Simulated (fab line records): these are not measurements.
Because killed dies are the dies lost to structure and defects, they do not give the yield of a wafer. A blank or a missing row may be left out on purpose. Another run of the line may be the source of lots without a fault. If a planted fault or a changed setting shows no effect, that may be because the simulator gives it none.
Which of the tools did it? ; flow sky130 ; 39 wafers from 13 lots sampled at 5 of the route's 708 steps

## WHAT THE GAUGES READ, wafer by wafer
SKY_SONOS_TUNNEL_CD_MEAS_07: target cd 410 nm. Usual: cdNm reads 410.2 nm (standard deviation 2.5).
lot;measured;on;cdNm (nm);flag
L508;day 11 18:42;cdSem-02;412.3 411.1 410.3;
L509;day 12 01:06;cdSem-02;408.9 409.1 408.7;
L510;day 12 03:13;cdSem-01;410.9 409.4 410.9;
L511;day 12 20:03;cdSem-02;409.3 409.5 410.3;
L513;day 13 06:51;cdSem-01;405.4 408.3 405.7;
L514;day 13 09:49;cdSem-01;409.9 410.8 410.8;
L515;day 13 21:04;cdSem-01;402.1 404.3 404.3;
L518;day 14 20:43;cdSem-02;411.6 412.0 413.2;
L519;day 15 03:30;cdSem-02;410.1 411.3 415.7;
L520;day 15 13:01;cdSem-01;411.1 413.0 413.0;
L523;day 16 09:23;cdSem-02;411.3 412.8 412.8;
L528;day 18 02:41;cdSem-01;413.9 410.0 412.4;
L531;day 19 01:19;cdSem-02;413.0 411.8 411.0;

SKY_SONOS_TUNNEL_TW_MEAS_12. Usual: SONOS_TUNNEL_TW typically reads 195.9, with standard deviation 1.1.
lot;measured;on;SONOS_TUNNEL_TW;flag
L508;day 11 19:17;filmMetro-02;196.2 195.1 195.7;
L509;day 12 01:40;filmMetro-03;197.2 198.4 197.4;
L510;day 12 03:47;filmMetro-01;196.2 194.9 196.1;
L511;day 12 20:37;filmMetro-02;196.3 196.8 195.7;
L513;day 13 07:25;filmMetro-01;195.8 196.1 196.6;
L514;day 13 10:23;filmMetro-01;196.0 195.6 194.1;
L515;day 13 21:37;filmMetro-02;195.7 196.3 194.3;
L518;day 14 21:27;filmMetro-03;197.3 196.8 197.2;
L519;day 15 04:04;filmMetro-01;194.4 194.6 195.4;
L520;day 15 13:35;filmMetro-01;194.9 193.4 193.6;
L523;day 16 09:58;filmMetro-02;195.3 195.2 194.6;
L528;day 18 03:14;filmMetro-01;195.5 195.5 194.5;
L531;day 19 01:53;filmMetro-02;193.1 192.5 191.5;OFF

SKY_SONOS_ONO_CD_MEAS_13: target cd 410 nm. Usual: cdNm reads 409.8 nm (standard deviation 1.9).
lot;measured;on;cdNm (nm);flag
L508;day 13 00:27;cdSem-02;408.6 408.4 408.8;
L509;day 13 09:14;cdSem-02;410.8 410.6 412.6;
L510;day 13 10:24;cdSem-02;408.8 408.6 408.3;
L511;day 14 04:31;cdSem-01;412.4 411.8 412.9;
L513;day 14 14:00;cdSem-02;409.2 408.5 408.7;
L514;day 14 17:37;cdSem-02;409.3 412.3 413.0;
L515;day 15 03:05;cdSem-02;407.2 408.5 406.2;
L518;day 16 06:14;cdSem-02;408.9 411.4 411.1;
L519;day 16 17:13;cdSem-02;411.9 411.1 409.3;
L520;day 16 23:46;cdSem-02;413.1 412.3 410.3;
L523;day 17 19:57;cdSem-01;409.4 408.4 410.2;
L528;day 19 15:35;cdSem-02;411.4 411.0 410.5;
L531;day 20 11:54;cdSem-02;409.8 412.2 411.8;

SKY_SONOS_ONO_OVL_MEAS_14. Usual: SONOS_ONO_OVL typically reads -0.9 nm, with standard deviation 1.6.
lot;measured;on;SONOS_ONO_OVL (nm);flag
L508;day 13 00:34;overlay-01;0.5 -0.7 -0.5;
L509;day 13 09:20;overlay-02;-2.6 -0.6 -1.4;
L510;day 13 10:31;overlay-02;0.5 1.4 1.3;
L511;day 14 04:38;overlay-01;0.2 1.6 -0.2;
L513;day 14 14:07;overlay-02;1.2 0.7 -0.4;
L514;day 14 17:44;overlay-02;-1.2 -2.9 -1.4;
L515;day 15 03:11;overlay-02;-4.7 -3.3 -5.6;
L518;day 16 06:20;overlay-01;-1.7 -1.8 -4.2;
L519;day 16 17:20;overlay-01;-1.8 -1.3 0.1;
L520;day 16 23:53;overlay-01;-2.4 -2.7 -2.1;
L523;day 17 20:04;overlay-02;-1.3 0.0 -2.6;
L528;day 19 15:41;overlay-02;-2.1 -3.0 -3.2;
L531;day 20 12:01;overlay-02;-0.3 -1.6 -1.4;

## EACH LOT AND THE TOOL THAT RAN IT (in order: tool; ch and the chambers of the sampled wafers; start)
lot;SKY_SONOS_TUNNEL_IMPLANT_09
L508;implanter-04 ch 0, day 11 18:52
L509;implanter-02 ch 0, day 12 01:16
L510;implanter-02 ch 0, day 12 03:22
L511;implanter-02 ch 0, day 12 20:12
L513;implanter-02 ch 0, day 13 07:01
L514;implanter-02 ch 0, day 13 09:58
L515;implanter-04 ch 0, day 13 21:14
L518;implanter-02 ch 0, day 14 20:53
L519;implanter-03 ch 0, day 15 03:40
L520;implanter-03 ch 0, day 15 13:10
L523;implanter-03 ch 0, day 16 09:33
L528;implanter-02 ch 0, day 18 02:50
L531;implanter-02 ch 0, day 19 01:28
- SKY_SONOS_TUNNEL_IMPLANT_09

## AS READ BY THE TOOLS THEMSELVES (means over the sampled wafers that have a number; for cases with no such wafer, the mark the record gives instead)
SKY_SONOS_TUNNEL_IMPLANT_09. Usual: faradayCurrentUA reads 5.65 (standard deviation 0.11).
lot;tool;faradayCurrentUA;flag
L508;implanter-04;5.71;
L509;implanter-02;5.54;
L510;implanter-02;5.56;
L511;implanter-02;5.64;
L513;implanter-02;5.55;
L514;implanter-02;5.77;
L515;implanter-04;5.75;
L518;implanter-02;5.63;
L519;implanter-03;5.63;
L520;implanter-03;5.71;
L523;implanter-03;5.57;
L528;implanter-02;5.64;
L531;implanter-02;5.71;

## THE ANSWER, worked out from the rows above alone
Rule: a lot is off if the mean of its wafers that have a number lies more than 3 standard deviations from the usual mean. A lot without any number at a reading at which 4 lots or more have one is off too. All remaining lots with rows at the step are treated as sound. The gauges are gone through in route order, then the tools' own readings, and for those a lot's mean is taken as printed above. At the first step where some lot is off, the reading lying furthest off is the one used; lots without a number count as furthest.
Off: L531, at SKY_SONOS_TUNNEL_TW_MEAS_12 (SONOS_TUNNEL_TW).
If a tool, at a process step before that reading, ran all the lots that are off and no sound lot after the first of them, it fits. Gauges at SKY_SONOS_TUNNEL_TW_MEAS_12: tried the same way as those tools. This does not decide it: 2 tools fit, namely implanter-02 at SKY_SONOS_TUNNEL_IMPLANT_09 and filmMetro-02 at SKY_SONOS_TUNNEL_TW_MEAS_12.

## WHAT THE SIMULATOR HAD INSERTED
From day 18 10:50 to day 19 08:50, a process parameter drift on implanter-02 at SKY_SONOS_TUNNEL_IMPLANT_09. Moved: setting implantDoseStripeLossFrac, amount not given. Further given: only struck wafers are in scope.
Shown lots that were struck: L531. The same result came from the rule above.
